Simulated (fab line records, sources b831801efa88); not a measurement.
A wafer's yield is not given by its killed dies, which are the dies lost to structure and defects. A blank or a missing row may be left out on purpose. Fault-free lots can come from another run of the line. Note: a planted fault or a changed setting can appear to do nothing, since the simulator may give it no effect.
The same fault as seen by 2 desks -- flow sky130 -- only its own numbers are on each desk; what lay behind them is given at the end

THE METROLOGY DESK
What the gauges read, lot by lot, whatever tool the lot ran on: means of the sampled wafers that have a number. A lot is out of limits, marked OUT, if its mean lies more than 4 standard deviations from the usual mean; the brackets give that distance.
Columns: A = SD_P_TW at SKY_SD_P_TW_MEAS_11, usual 2829; B = SD_P_RS at SKY_SD_N_RS_MEAS_17, usual 147.2 ohm/sq
lot,first seen here,A,B
L862,day 25 09:57,2823,147.4
L864,day 26 00:24,2828,146.9
L865,day 26 03:40,2832,147.2
L866,day 26 20:55,2838,146.8
L868,day 27 18:43,2879,147.0
L870,day 28 05:28,2818,147.8
L871,day 28 19:31,2824,147.2
L872,day 29 05:04,2813,146.9
L874,day 29 17:04,2814,147.4
L878,day 31 00:32,2743 (-4.8) OUT,150.0 (+8.0) OUT
L879,day 31 15:51,2781,148.6 (+4.0) OUT
L884,day 32 21:00,2832,147.0
L885,day 33 00:16,2839,146.8
Per this desk, out of limits: L878, L879; the first was L878, day 31 00:32 (SD_P_TW at SKY_SD_P_TW_MEAS_11). L862, L864, L865, L866, L868, L870, L871, L872, L874, L884, L885: within limits.

AT THE TOOL OWNER'S DESK: implanter-03
SKY_SD_P_IMPLANT_09, tool's own readings: per-lot mean of the sampled wafers with a number, covering each lot this tool ran. A lot is out of limits, marked OUT, if its mean lies more than 4 standard deviations from the usual mean; the brackets give that distance.
Columns: A = beamEnergyKeV at SKY_SD_P_IMPLANT_09, usual 20.001
lot,first seen here,A
L862,day 25 09:42,19.997
L870,day 28 05:13,19.999
L872,day 29 04:49,19.997
L874,day 29 16:50,19.996
L878,day 31 00:19,20.011
L879,day 31 15:36,19.998
This desk's verdict: no lot among the 6 shows anything out of limits.

ALL TOGETHER
Metrology desk: alarm possible at day 31 00:32 on L878, L879.
Nothing out of limits was seen by the tool owner's desk.
The tool owner's desk has L878, L879 on record, within its limits.
The lots listed all ran SKY_SD_P_IMPLANT_09 on implanter-03.

WHAT THE SIMULATOR HAD PUT IN
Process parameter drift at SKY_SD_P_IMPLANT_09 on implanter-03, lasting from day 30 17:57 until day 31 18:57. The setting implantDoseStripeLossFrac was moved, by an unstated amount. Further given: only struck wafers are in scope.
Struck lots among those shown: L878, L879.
Time in hours between the start of the fault and the first out-of-limits reading at each desk: metrology desk, 7.
